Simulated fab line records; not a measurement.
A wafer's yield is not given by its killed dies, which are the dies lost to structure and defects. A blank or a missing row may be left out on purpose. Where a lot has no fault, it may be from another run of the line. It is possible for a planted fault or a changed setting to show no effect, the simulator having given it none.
8D (eight disciplines) problem report, filled in by code -- flow gf180mcu -- the parts of the form that need people (team, actions taken, sign-off) are left out

== 1. PROBLEM STATEMENT ==
Wafers free of any fault read 1448 nm (standard deviation 18) for V5_CVD_02_THK at GF_V5_THK_MEAS_03, against a mean of 2264 nm on 2 wafers of 2 lots. That is +45 standard deviations from the usual mean.
Earliest sighting: wafer L837.2 on film metro-04 at day 31 04:53. The record has a number at this step for 37 wafers belonging to 13 lots. Rule for "out", or "out of limits": more than 4 standard deviations from the usual mean. The other wafers with a number count as sound.

== 2. WHAT IT IS AND WHAT IT IS NOT ==
question,is,is not
which readings at this step,V5_CVD_02_THK,-
which lots,"L837, L840","L822, L823, L824, L825, L827, L828, L831, L832, L833, L834, L838"
which wafers of those lots,"L837.2, L840.2","L837.3, L840.1"
read on which gauges,"film metro-03, film metro-04",film metro-02
when,from day 31 04:53,"up to then (31 sound wafers); but 4 sound wafers of L838, L840 came after"

== 3. THE SUSPECTS, EACH WITH WHAT RULES IT OUT ==
Counting: any tool at a process step up to the reading remains a suspect provided it ran every lot that is out. Sound lots after the first of them don't rule it out here, since some wafers of a struck lot are sound.
- the gauge at GF_V5_THK_MEAS_03 is ruled out. 2 gauges (film metro-03, film metro-04) read the wafers that are out.
- pecvd-02 at GF_V5_CVD_02 (deposits SiO2 from TEOS, target thk 1450 nm, time 163.28 s): kept. It ran every lot that is out, first L837 (day 31 04:46); its last sound lot up to then is L831 (day 30 00:34).
- Within pecvd-02 at GF_V5_CVD_02: the wafers that are out ran in chamber 1; their sound lot-mates ran in chambers 0, 2.
After counting, what remains is pecvd-02 at GF_V5_CVD_02.

== 4. THE CAUSE (what the simulator had put in) ==
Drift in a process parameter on pecvd-02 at GF_V5_CVD_02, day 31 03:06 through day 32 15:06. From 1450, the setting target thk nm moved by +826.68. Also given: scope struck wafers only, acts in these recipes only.
Counting left only this tool.

== 5. SEQUENCE OF EFFECTS, ordered by route ==
One row per reading whose mean, taken over the struck wafers that have a number, lies over 3 standard deviations from the usual. Only readings whose record carries a usual standard deviation are examined. hours: median over the lots of the time between each lot's start at the first step of this table that gives one and its start at this step. sigmas: the change, counted in usual standard deviations.
hours,step,reading,usual,on struck wafers,change,sigmas
0,GF_V5_THK_MEAS_03,V5_CVD_02_THK,1448 nm,2264,+816,+45

== 6. WHAT WOULD HAVE CAUGHT IT SOONER ==
In this record the first reading out of limits at a measuring or inspecting step was taken at day 31 04:53, 2 hours after the fault began at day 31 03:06.
Of the tool readings at GF_V5_CVD_02 for which the record gives a usual standard deviation, none was out on any struck wafer, so an alarm limit of 4 standard deviations on them would not have fired.
Among the 2 lots that are out, L840 began GF_V5_CVD_02 on pecvd-02 after day 31 04:53. Putting the tool on hold at that point would have spared it.
